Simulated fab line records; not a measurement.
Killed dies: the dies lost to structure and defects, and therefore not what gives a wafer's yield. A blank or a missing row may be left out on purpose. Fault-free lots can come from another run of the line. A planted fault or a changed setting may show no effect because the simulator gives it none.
What tool caused it? + flow sky130 + 18 wafers from 6 lots sampled at 4 of the route's 708 steps

== WHAT THE GAUGES READ, wafer by wafer ==
SKY_VIA2_THK_MEAS_01.
| lot  | measured     | on           | VIA2_HDPCVD_THK (nm) |
|------|--------------|--------------|----------------------|
| L412 | day 35 23:55 | filmMetro-03 | 1160 1182 1151       |
| L414 | day 36 17:03 | filmMetro-01 | 1167 1180 1194       |
| L418 | day 37 15:50 | filmMetro-03 | 1167 1180 1177       |
| L422 | day 38 21:12 | filmMetro-03 | 1176 1174 1164       |
| L429 | day 40 19:04 | filmMetro-04 | 1185 1181 1163       |
| L432 | day 41 14:02 | filmMetro-01 | 1176 1165 1154       |

== WHICH TOOL RAN EACH LOT (tool, then ch and the chambers of the sampled wafers, then the start) ==
| lot  | SKY_LDD_P_IMPLANT_09            | SKY_CONTACT_SPUTTER_23      | SKY_METAL2_ETCH_18               |
|------|---------------------------------|-----------------------------|----------------------------------|
| L412 | implanter-03 ch 0, day 19 16:34 | pvdSputter-03, day 32 10:47 | rieMetal-02 ch 0,1, day 35 23:00 |
| L414 | implanter-04 ch 0, day 20 13:02 | pvdSputter-04, day 33 04:29 | rieMetal-01 ch 0,1, day 36 16:10 |
| L418 | implanter-04 ch 0, day 21 22:22 | pvdSputter-02, day 34 04:58 | rieMetal-01 ch 0,1, day 37 14:56 |
| L422 | implanter-01 ch 0, day 23 08:01 | pvdSputter-02, day 35 11:15 | rieMetal-03 ch 0,1, day 38 20:18 |
| L429 | implanter-01 ch 0, day 25 14:58 | pvdSputter-04, day 37 09:55 | rieMetal-02 ch 0,1, day 40 18:10 |
| L432 | implanter-03 ch 0, day 26 10:44 | pvdSputter-02, day 38 06:10 | rieMetal-01 ch 1, day 41 13:10   |
- SKY_LDD_P_IMPLANT_09
- SKY_CONTACT_SPUTTER_23: material TiN, target thk 20 nm, time 80 s.
- SKY_METAL2_ETCH_18: etches BARC in N2/H2, stops on SiO2, time 45.9 s, target depth 60 nm.

== THE ANSWER, worked out from the rows above alone ==
Rule: the lots themselves supply what counts as usual. The widest of any qualifying gaps counts: lots, ordered by their means at a reading, are off when they make up no more than a third of the lots, leave a main group of 4 or more, and stand apart from it by 3 or more times the standard deviation of that group's means. A main group whose means are all the same, to the digits that the tables above print for the reading, isn't used. A lot without any number at a reading at which 4 lots or more have one is off too. Any other lot the step has rows for is counted as sound.
No lot is off at any reading shown: from this, nothing can be told.

== WHAT THE SIMULATOR PUT IN ==
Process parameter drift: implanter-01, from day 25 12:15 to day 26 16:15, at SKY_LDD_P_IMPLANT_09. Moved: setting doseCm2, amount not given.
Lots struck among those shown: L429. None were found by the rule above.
